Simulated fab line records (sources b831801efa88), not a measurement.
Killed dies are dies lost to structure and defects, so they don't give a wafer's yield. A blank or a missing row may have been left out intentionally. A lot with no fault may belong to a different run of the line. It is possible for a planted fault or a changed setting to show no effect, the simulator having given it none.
A lot that was struck, set against a sound lot ; flow sky130 ; 15 out of 708 route steps
Sound: these wafers, L925.1, L925.2, L925.5. Struck: wafers L938.2, L938.4, L938.5. At the end, the cause is stated.
Order at every step that has rows: each side's tool, ch and its chambers, its first start. Under that, the readings that differ: sound wafers ; struck wafers ; difference of the means ; sigmas: that difference in standard deviations of wafers without a fault.
alike: readings with means less than 2 such deviations apart, plus words and numbers identical on both sides. not compared: withheld readings, readings lacking a value on some wafer, bounds such as >300 that could conceal the same value, and numbers that have no deviation in the record and whose values overlap.
A row with sigmas, a row that says differs or no value, or rows on one side alone: a step with any of these is where the two part. Numbers that have no deviation but don't overlap get no sigmas and don't part them. Lack of a reading on every wafer of one side parts them only where that side has two or more wafers.

first, 1 step without rows for these wafers: SKY_PWDE_IMPLANT_08.
SKY_PWDE_STRIP_09: strips in O2/N2.
  sound on plasma-asher-04 ch 0,1, day 5 12:52; struck on plasma-asher-02 ch 0,1, day 8 06:30
  alike: drypump-motor-current-A, oes-product-au, strip-time-to-endpoint-s
  not compared: rf-hours-counter-h
SKY_PWDE_TW_MEAS_10:
  struck on film-metro-03, day 8 06:37; sound on film-metro-03, day 5 12:58
  alike: PWDE_TW
then, 7 steps without rows for these wafers: SKY_NWELL_DEHYDRATE_03 (time 60 s); SKY_NWELL_HMDS_04 (prime time 60 s); SKY_NWELL_COAT_05 (resist thk 3000 nm); SKY_NWELL_SOFTBAKE_06; SKY_NWELL_EXPOSE_07 (exposes mask NWM, target cd 840 nm); SKY_NWELL_PEB_08; SKY_NWELL_DEVELOP_09 (develop time 60 s).
SKY_NWELL_OVL_MEAS_10:
  struck on overlay-01, day 9 03:38; sound on overlay-02, day 6 06:13
  alike: NWELL_00_OVL
following that, these wafers have no rows for 1 step: SKY_NWELL_IMPLANT_11.
SKY_NWELL_IMPLANT_12:
  sound on implanter-03 ch 0, day 6 06:25; struck on implanter-03 ch 0, day 9 03:50
reading;sound;struck;difference;sigmas
beam-energy-keV;119.97 120.00 120.00;114.75 114.76 114.77;-5.23;-99 or more
model.implant.rp-nm (nm);150 150 150;139.6 139.6 139.6;-10.4;
  alike: faraday-current-uA
following that, these wafers have no rows for 1 step: SKY_NWELL_IMPLANT_13.
-- the record jumps here: 41 days lie between the struck wafers' starts before and after (it left off in module NWELL and takes up again in module PAD_OPEN, whose first step shown is number 708 of the route) --
SKY_PAD_OPEN_PROBE_99:
  struck on prober-01, day 50 11:55; sound on prober-02, day 47 06:23
reading;sound;struck;difference;sigmas
model.etest.pfet-g5v0d10v5.vt-long-v (V);-0.9123 -0.9187 -0.9097;-0.9666 -0.9689 -0.9591;-0.0513;
  alike: killed_at_M0_to_M3, killed_at_M4_up, killed-at-contacts, killed-at-front-end, killed-at-other, killed-dies, killed-open, killed-short

WHERE THEY PART
Only at SKY_NWELL_IMPLANT_12, as far as this record shows. Later steps at which nothing parts them and some readings are alike: SKY_PAD_OPEN_PROBE_99.

WHY: what the simulator had put in
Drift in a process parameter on implanter-03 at SKY_NWELL_IMPLANT_12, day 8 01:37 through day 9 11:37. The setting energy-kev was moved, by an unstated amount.
